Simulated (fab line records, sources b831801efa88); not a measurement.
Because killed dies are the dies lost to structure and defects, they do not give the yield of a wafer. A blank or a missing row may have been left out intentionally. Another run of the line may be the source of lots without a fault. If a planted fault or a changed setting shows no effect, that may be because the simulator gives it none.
Which of the tools did it? + flow gf180mcu + 6 lots, 18 wafers sampled, at 5 steps of a route of 602

## WHAT THE GAUGES SHOWED, per wafer
GF_VT_IMPLANT_RS_MEAS_47: measures by four-point-probe.
| lot  | measured     | on           | NWELL_RS (ohm/sq) |
|------|--------------|--------------|-------------------|
| L220 | day 7 23:05  | filmMetro-03 | 487.7 489.5 489.2 |
| L222 | day 8 11:46  | filmMetro-01 | 488.4 489.1 489.3 |
| L227 | day 10 01:05 | filmMetro-02 | 486.5 486.1 486.2 |
| L230 | day 10 18:28 | filmMetro-02 | 489.4 488.1 488.2 |
| L237 | day 12 14:35 | filmMetro-01 | 468.1 468.1 468.5 |
| L242 | day 14 03:46 | filmMetro-02 | 487.4 487.1 486.6 |

## EACH LOT AND THE TOOL THAT RAN IT (in order: tool; ch and the chambers of the sampled wafers; start)
| lot  | GF_STI_STRIP_15                    | GF_NWELL_IMPLANT_09            | GF_VT_IMPLANT_STRIP_20              | GF_VT_IMPLANT_STRIP_31              |
|------|------------------------------------|--------------------------------|-------------------------------------|-------------------------------------|
| L220 | plasmaAsher-01 ch 0,1, day 2 07:54 | implanter-01 ch 0, day 3 13:31 | plasmaAsher-03 ch 0,1, day 6 14:56  | plasmaAsher-02 ch 0,1, day 7 06:05  |
| L222 | plasmaAsher-01 ch 0,1, day 2 17:19 | implanter-01 ch 0, day 4 00:52 | plasmaAsher-02 ch 0,1, day 7 02:53  | plasmaAsher-04 ch 0,1, day 7 18:17  |
| L227 | plasmaAsher-04 ch 0,1, day 3 19:15 | implanter-04 ch 0, day 5 06:16 | plasmaAsher-02 ch 0,1, day 8 13:11  | plasmaAsher-03 ch 0,1, day 9 06:11  |
| L230 | plasmaAsher-03 ch 0,1, day 4 11:35 | implanter-01 ch 0, day 5 21:44 | plasmaAsher-04 ch 0,1, day 9 06:32  | plasmaAsher-02 ch 0,1, day 9 23:53  |
| L237 | plasmaAsher-04 ch 0,1, day 5 23:53 | implanter-02 ch 0, day 7 11:34 | plasmaAsher-03 ch 0,1, day 10 23:55 | plasmaAsher-03 ch 0,1, day 11 19:08 |
| L242 | plasmaAsher-01 ch 0,1, day 7 01:00 | implanter-01 ch 0, day 8 15:02 | plasmaAsher-03 ch 0,1, day 12 10:56 | plasmaAsher-02 ch 0,1, day 13 06:43 |
- GF_STI_STRIP_15: strips in O2/N2.
- GF_NWELL_IMPLANT_09
- GF_VT_IMPLANT_STRIP_20: strips in O2/N2.
- GF_VT_IMPLANT_STRIP_31: strips in O2/N2.

## THE ANSWER, worked out from the rows above alone
Rule: what is usual is taken from the lots themselves. Put in order of their means at a reading, lots are off if they are a third of the lots or fewer, leave a main group of 4 or more, and stand apart from it by a gap of 3 or more times the standard deviation of the main group's means; of several such gaps the widest counts. The tables above print the reading to a certain number of digits; a main group whose means all agree to those digits is not used. A lot without any number at a reading at which 4 lots or more have one is off too. All remaining lots with rows at the step are treated as sound.
Off: L237, seen at GF_VT_IMPLANT_RS_MEAS_47 (NWELL_RS). Main group: mean 487.9 ohm/sq, sd 1.1.
A tool fits if, at a process step before that reading, it ran every lot that is off, and no sound lot after the first of them. Gauges at GF_VT_IMPLANT_RS_MEAS_47: tried the same way as those tools. Can't be told from this: 4 tools fit, plasmaAsher-04 at GF_STI_STRIP_15, implanter-02 at GF_NWELL_IMPLANT_09, plasmaAsher-03 at GF_VT_IMPLANT_STRIP_31, filmMetro-01 at GF_VT_IMPLANT_RS_MEAS_47.

## WHAT WAS PUT IN BY THE SIMULATOR
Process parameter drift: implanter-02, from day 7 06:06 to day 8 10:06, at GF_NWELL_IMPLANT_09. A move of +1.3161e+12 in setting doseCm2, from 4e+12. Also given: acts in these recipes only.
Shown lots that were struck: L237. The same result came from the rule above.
